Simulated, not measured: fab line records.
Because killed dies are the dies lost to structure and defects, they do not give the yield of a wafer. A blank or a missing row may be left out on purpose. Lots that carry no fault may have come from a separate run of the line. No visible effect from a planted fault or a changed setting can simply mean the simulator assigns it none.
Which tool was responsible? || flow sky130 || 12 lots with 36 wafers sampled at 4 steps, on a route of 708 steps

## WHAT EACH GAUGE READ, for each wafer
SKY_POLY_GATE_OVL_MEAS_14. Usual: POLY_GATE_OVL typically reads -1 nm, with standard deviation 6.
{"lot": "L111", "measured": "day 16 20:35", "on": "overlay-01", "POLY_GATE_OVL (nm)": "-5 -4 -10", "flag": ""}
{"lot": "L112", "measured": "day 17 09:41", "on": "overlay-02", "POLY_GATE_OVL (nm)": "-11 -2 1", "flag": ""}
{"lot": "L115", "measured": "day 19 00:34", "on": "overlay-01", "POLY_GATE_OVL (nm)": "3 8 6", "flag": ""}
{"lot": "L116", "measured": "day 19 06:08", "on": "overlay-01", "POLY_GATE_OVL (nm)": "3 7 -2", "flag": ""}
{"lot": "L119", "measured": "day 19 20:35", "on": "overlay-02", "POLY_GATE_OVL (nm)": "1 0 10", "flag": ""}
{"lot": "L120", "measured": "day 20 11:11", "on": "overlay-02", "POLY_GATE_OVL (nm)": "-4 -3 -10", "flag": ""}
{"lot": "L123", "measured": "day 21 11:52", "on": "overlay-02", "POLY_GATE_OVL (nm)": "-3 -3 3", "flag": ""}
{"lot": "L127", "measured": "day 22 22:35", "on": "overlay-02", "POLY_GATE_OVL (nm)": "4 -2 2", "flag": ""}
{"lot": "L128", "measured": "day 23 11:07", "on": "overlay-01", "POLY_GATE_OVL (nm)": "8 -2 -8", "flag": ""}
{"lot": "L130", "measured": "day 23 17:28", "on": "overlay-01", "POLY_GATE_OVL (nm)": "-11 -10 -7", "flag": ""}
{"lot": "L131", "measured": "day 24 07:14", "on": "overlay-02", "POLY_GATE_OVL (nm)": "5 1 3", "flag": ""}
{"lot": "L133", "measured": "day 24 17:17", "on": "overlay-02", "POLY_GATE_OVL (nm)": "-10 0 -2", "flag": ""}

## TOOL THAT RAN EACH LOT (tool first, then ch and the chambers of the sampled wafers, then the start)
{"lot": "L111", "SKY_SONOS_ONO_STRIP_17": "plasma asher-01 ch 0,1, day 13 00:14", "SKY_GATE_OXIDE_STRIP_13": "plasma asher-02 ch 1, day 14 04:28", "SKY_POLY_GATE_SOFTBAKE_09": "litho track-02 ch 0, day 16 06:00"}
{"lot": "L112", "SKY_SONOS_ONO_STRIP_17": "plasma asher-02 ch 0,1, day 13 05:25", "SKY_GATE_OXIDE_STRIP_13": "plasma asher-04 ch 0,1, day 14 09:48", "SKY_POLY_GATE_SOFTBAKE_09": "litho track-01 ch 0, day 16 19:00"}
{"lot": "L115", "SKY_SONOS_ONO_STRIP_17": "plasma asher-01 ch 0,1, day 15 02:29", "SKY_GATE_OXIDE_STRIP_13": "plasma asher-02 ch 0,1, day 16 07:31", "SKY_POLY_GATE_SOFTBAKE_09": "litho track-02 ch 0, day 18 08:00"}
{"lot": "L116", "SKY_SONOS_ONO_STRIP_17": "plasma asher-01 ch 0,1, day 15 06:40", "SKY_GATE_OXIDE_STRIP_13": "plasma asher-03 ch 0,1, day 16 12:05", "SKY_POLY_GATE_SOFTBAKE_09": "litho track-01 ch 0, day 18 13:00"}
{"lot": "L119", "SKY_SONOS_ONO_STRIP_17": "plasma asher-04 ch 0,1, day 15 19:44", "SKY_GATE_OXIDE_STRIP_13": "plasma asher-03 ch 0,1, day 17 02:30", "SKY_POLY_GATE_SOFTBAKE_09": "litho track-01 ch 0, day 19 06:00"}
{"lot": "L120", "SKY_SONOS_ONO_STRIP_17": "plasma asher-02 ch 0,1, day 16 05:31", "SKY_GATE_OXIDE_STRIP_13": "plasma asher-02 ch 0,1, day 17 11:21", "SKY_POLY_GATE_SOFTBAKE_09": "litho track-03 ch 0, day 19 19:00"}
{"lot": "L123", "SKY_SONOS_ONO_STRIP_17": "plasma asher-04 ch 0,1, day 17 08:52", "SKY_GATE_OXIDE_STRIP_13": "plasma asher-03 ch 0,1, day 18 16:51", "SKY_POLY_GATE_SOFTBAKE_09": "litho track-02 ch 0, day 20 20:00"}
{"lot": "L127", "SKY_SONOS_ONO_STRIP_17": "plasma asher-04 ch 0,1, day 18 18:38", "SKY_GATE_OXIDE_STRIP_13": "plasma asher-04 ch 0,1, day 20 03:16", "SKY_POLY_GATE_SOFTBAKE_09": "litho track-02 ch 0, day 22 06:00"}
{"lot": "L128", "SKY_SONOS_ONO_STRIP_17": "plasma asher-01 ch 1, day 19 05:55", "SKY_GATE_OXIDE_STRIP_13": "plasma asher-03 ch 0,1, day 20 16:28", "SKY_POLY_GATE_SOFTBAKE_09": "litho track-03 ch 0, day 22 20:00"}
{"lot": "L130", "SKY_SONOS_ONO_STRIP_17": "plasma asher-01 ch 0,1, day 19 10:58", "SKY_GATE_OXIDE_STRIP_13": "plasma asher-03 ch 0,1, day 20 23:55", "SKY_POLY_GATE_SOFTBAKE_09": "litho track-03 ch 0, day 23 02:00"}
{"lot": "L131", "SKY_SONOS_ONO_STRIP_17": "plasma asher-04 ch 0,1, day 20 00:41", "SKY_GATE_OXIDE_STRIP_13": "plasma asher-03 ch 0,1, day 21 12:45", "SKY_POLY_GATE_SOFTBAKE_09": "litho track-01 ch 0, day 23 16:00"}
{"lot": "L133", "SKY_SONOS_ONO_STRIP_17": "plasma asher-01 ch 0,1, day 20 15:17", "SKY_GATE_OXIDE_STRIP_13": "plasma asher-02 ch 0,1, day 21 23:54", "SKY_POLY_GATE_SOFTBAKE_09": "litho track-01 ch 0, day 24 02:00"}
- SKY_SONOS_ONO_STRIP_17: strips in O2/N2.
- SKY_GATE_OXIDE_STRIP_13: strips in O2/N2.
- SKY_POLY_GATE_SOFTBAKE_09: time 90 s.

## WHAT THE TOOLS THEMSELVES READ (means of the sampled wafers that have a number; where no wafer has one, the mark that the record gives instead)
SKY_SONOS_ONO_STRIP_17. Usual: chamber pressure mTorr 1500.0 mTorr, standard deviation 1.5; drypump motor current A 5.5 A, standard deviation 0.36; oes product au 0.710 a.u., standard deviation 0.0043; strip time to endpoint s 14.10 s, standard deviation 0.042.
{"lot": "L111", "tool": "plasma asher-01", "chamber pressure mTorr (mTorr)": 1501.1, "drypump motor current A (A)": 5.1, "oes product au (a.u.)": 0.710, "strip time to endpoint s (s)": 14.07, "flag": ""}
{"lot": "L112", "tool": "plasma asher-02", "chamber pressure mTorr (mTorr)": 1499.9, "drypump motor current A (A)": 5.8, "oes product au (a.u.)": 0.708, "strip time to endpoint s (s)": 14.13, "flag": ""}
{"lot": "L115", "tool": "plasma asher-01", "chamber pressure mTorr (mTorr)": 1500.2, "drypump motor current A (A)": 5.1, "oes product au (a.u.)": 0.707, "strip time to endpoint s (s)": 14.09, "flag": ""}
{"lot": "L116", "tool": "plasma asher-01", "chamber pressure mTorr (mTorr)": 1500.0, "drypump motor current A (A)": 5.3, "oes product au (a.u.)": 0.711, "strip time to endpoint s (s)": 14.07, "flag": ""}
{"lot": "L119", "tool": "plasma asher-04", "chamber pressure mTorr (mTorr)": 1500.5, "drypump motor current A (A)": 5.7, "oes product au (a.u.)": 0.711, "strip time to endpoint s (s)": 14.08, "flag": ""}
{"lot": "L120", "tool": "plasma asher-02", "chamber pressure mTorr (mTorr)": 1498.2, "drypump motor current A (A)": 5.8, "oes product au (a.u.)": 0.710, "strip time to endpoint s (s)": 14.16, "flag": ""}
{"lot": "L123", "tool": "plasma asher-04", "chamber pressure mTorr (mTorr)": 1500.0, "drypump motor current A (A)": 5.9, "oes product au (a.u.)": 0.709, "strip time to endpoint s (s)": 14.07, "flag": ""}
{"lot": "L127", "tool": "plasma asher-04", "chamber pressure mTorr (mTorr)": 1500.2, "drypump motor current A (A)": 5.7, "oes product au (a.u.)": 0.711, "strip time to endpoint s (s)": 14.10, "flag": ""}
{"lot": "L128", "tool": "plasma asher-01", "chamber pressure mTorr (mTorr)": 1499.7, "drypump motor current A (A)": 5.4, "oes product au (a.u.)": 0.712, "strip time to endpoint s (s)": 14.09, "flag": ""}
{"lot": "L130", "tool": "plasma asher-01", "chamber pressure mTorr (mTorr)": 1501.6, "drypump motor current A (A)": 5.2, "oes product au (a.u.)": 0.705, "strip time to endpoint s (s)": 14.10, "flag": ""}
{"lot": "L131", "tool": "plasma asher-04", "chamber pressure mTorr (mTorr)": 1500.0, "drypump motor current A (A)": 5.7, "oes product au (a.u.)": 0.707, "strip time to endpoint s (s)": 14.15, "flag": ""}
{"lot": "L133", "tool": "plasma asher-01", "chamber pressure mTorr (mTorr)": 1500.4, "drypump motor current A (A)": 5.1, "oes product au (a.u.)": 0.705, "strip time to endpoint s (s)": 14.17, "flag": ""}

SKY_GATE_OXIDE_STRIP_13. Usual: chamber pressure mTorr 1500 mTorr, standard deviation 3.2; drypump motor current A 5.97 A, standard deviation 0.24; oes product au 0.715 a.u., standard deviation 0.0043; strip time to endpoint s 14.17 s, standard deviation 0.042.
{"lot": "L111", "tool": "plasma asher-02", "chamber pressure mTorr (mTorr)": 1500, "drypump motor current A (A)": 5.77, "oes product au (a.u.)": 0.715, "strip time to endpoint s (s)": 14.20, "flag": ""}
{"lot": "L112", "tool": "plasma asher-04", "chamber pressure mTorr (mTorr)": 1500, "drypump motor current A (A)": 5.72, "oes product au (a.u.)": 0.711, "strip time to endpoint s (s)": 14.15, "flag": ""}
{"lot": "L115", "tool": "plasma asher-02", "chamber pressure mTorr (mTorr)": 1501, "drypump motor current A (A)": 5.83, "oes product au (a.u.)": 0.714, "strip time to endpoint s (s)": 14.20, "flag": ""}
{"lot": "L116", "tool": "plasma asher-03", "chamber pressure mTorr (mTorr)": 1501, "drypump motor current A (A)": 6.23, "oes product au (a.u.)": 0.719, "strip time to endpoint s (s)": 14.20, "flag": ""}
{"lot": "L119", "tool": "plasma asher-03", "chamber pressure mTorr (mTorr)": 1499, "drypump motor current A (A)": 6.19, "oes product au (a.u.)": 0.715, "strip time to endpoint s (s)": 14.18, "flag": ""}
{"lot": "L120", "tool": "plasma asher-02", "chamber pressure mTorr (mTorr)": 1500, "drypump motor current A (A)": 5.81, "oes product au (a.u.)": 0.716, "strip time to endpoint s (s)": 14.17, "flag": ""}
{"lot": "L123", "tool": "plasma asher-03", "chamber pressure mTorr (mTorr)": 1500, "drypump motor current A (A)": 6.22, "oes product au (a.u.)": 0.717, "strip time to endpoint s (s)": 14.14, "flag": ""}
{"lot": "L127", "tool": "plasma asher-04", "chamber pressure mTorr (mTorr)": 1500, "drypump motor current A (A)": 5.87, "oes product au (a.u.)": 0.718, "strip time to endpoint s (s)": 14.20, "flag": ""}
{"lot": "L128", "tool": "plasma asher-03", "chamber pressure mTorr (mTorr)": 1500, "drypump motor current A (A)": 6.24, "oes product au (a.u.)": 0.713, "strip time to endpoint s (s)": 14.21, "flag": ""}
{"lot": "L130", "tool": "plasma asher-03", "chamber pressure mTorr (mTorr)": 1501, "drypump motor current A (A)": 6.23, "oes product au (a.u.)": 0.715, "strip time to endpoint s (s)": 14.17, "flag": ""}
{"lot": "L131", "tool": "plasma asher-03", "chamber pressure mTorr (mTorr)": 1499, "drypump motor current A (A)": 6.19, "oes product au (a.u.)": 0.717, "strip time to endpoint s (s)": 14.11, "flag": ""}
{"lot": "L133", "tool": "plasma asher-02", "chamber pressure mTorr (mTorr)": 1501, "drypump motor current A (A)": 5.77, "oes product au (a.u.)": 0.713, "strip time to endpoint s (s)": 14.20, "flag": ""}

SKY_POLY_GATE_SOFTBAKE_09. Usual: resist line temp C 23.00 C, standard deviation 0.1; run length s 118.99 s, standard deviation 0.22.
{"lot": "L111", "tool": "litho track-02", "resist line temp C (C)": 22.85, "run length s (s)": 119.07, "flag": ""}
{"lot": "L112", "tool": "litho track-01", "resist line temp C (C)": 23.04, "run length s (s)": 118.78, "flag": ""}
{"lot": "L115", "tool": "litho track-02", "resist line temp C (C)": 23.03, "run length s (s)": 119.19, "flag": ""}
{"lot": "L116", "tool": "litho track-01", "resist line temp C (C)": 22.96, "run length s (s)": 118.78, "flag": ""}
{"lot": "L119", "tool": "litho track-01", "resist line temp C (C)": 22.98, "run length s (s)": 118.77, "flag": ""}
{"lot": "L120", "tool": "litho track-03", "resist line temp C (C)": 23.15, "run length s (s)": 119.24, "flag": ""}
{"lot": "L123", "tool": "litho track-02", "resist line temp C (C)": 23.09, "run length s (s)": 120.28, "flag": "OFF"}
{"lot": "L127", "tool": "litho track-02", "resist line temp C (C)": 22.98, "run length s (s)": 120.37, "flag": "OFF"}
{"lot": "L128", "tool": "litho track-03", "resist line temp C (C)": 23.01, "run length s (s)": 119.09, "flag": ""}
{"lot": "L130", "tool": "litho track-03", "resist line temp C (C)": 22.96, "run length s (s)": 119.22, "flag": ""}
{"lot": "L131", "tool": "litho track-01", "resist line temp C (C)": 23.03, "run length s (s)": 118.72, "flag": ""}
{"lot": "L133", "tool": "litho track-01", "resist line temp C (C)": 23.01, "run length s (s)": 118.82, "flag": ""}

## THE ANSWER, worked out from the rows above alone
Rule: lot off if the mean of its wafers having a number is beyond 3 standard deviations from the usual mean. A lot without any number at a reading at which 4 lots or more have one is off too. Any other lot the step has rows for is counted as sound. After the gauges, taken in route order, come the tools' own readings; for these a lot's mean is taken, as printed above. The first step at which some lot is off is used, and at that step the reading that is off furthest; a lot without a number counts as furthest.
Off at SKY_POLY_GATE_SOFTBAKE_09 (run length s): L123, L127.
A tool fits if, at that step or a process step before it, it ran every lot that is off, and no sound lot after the first of them. One fits: SKY_POLY_GATE_SOFTBAKE_09 on litho track-02. Its last sound lot is L115 (day 18 08:00), its first lot that is off L123 (day 20 20:00): a fault that began between those two fits.
On the lots that are off, the tool's own readings at SKY_POLY_GATE_SOFTBAKE_09 differ by more than 5 times the standard deviation of the sound lots' means, which bears it out; run length s reads 120.33 s there versus 118.97 s on the sound lots.

## WHAT THE SIMULATOR HAD INSERTED
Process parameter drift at SKY_POLY_GATE_SOFTBAKE_09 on litho track-02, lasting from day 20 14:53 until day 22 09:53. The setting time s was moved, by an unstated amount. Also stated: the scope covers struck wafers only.
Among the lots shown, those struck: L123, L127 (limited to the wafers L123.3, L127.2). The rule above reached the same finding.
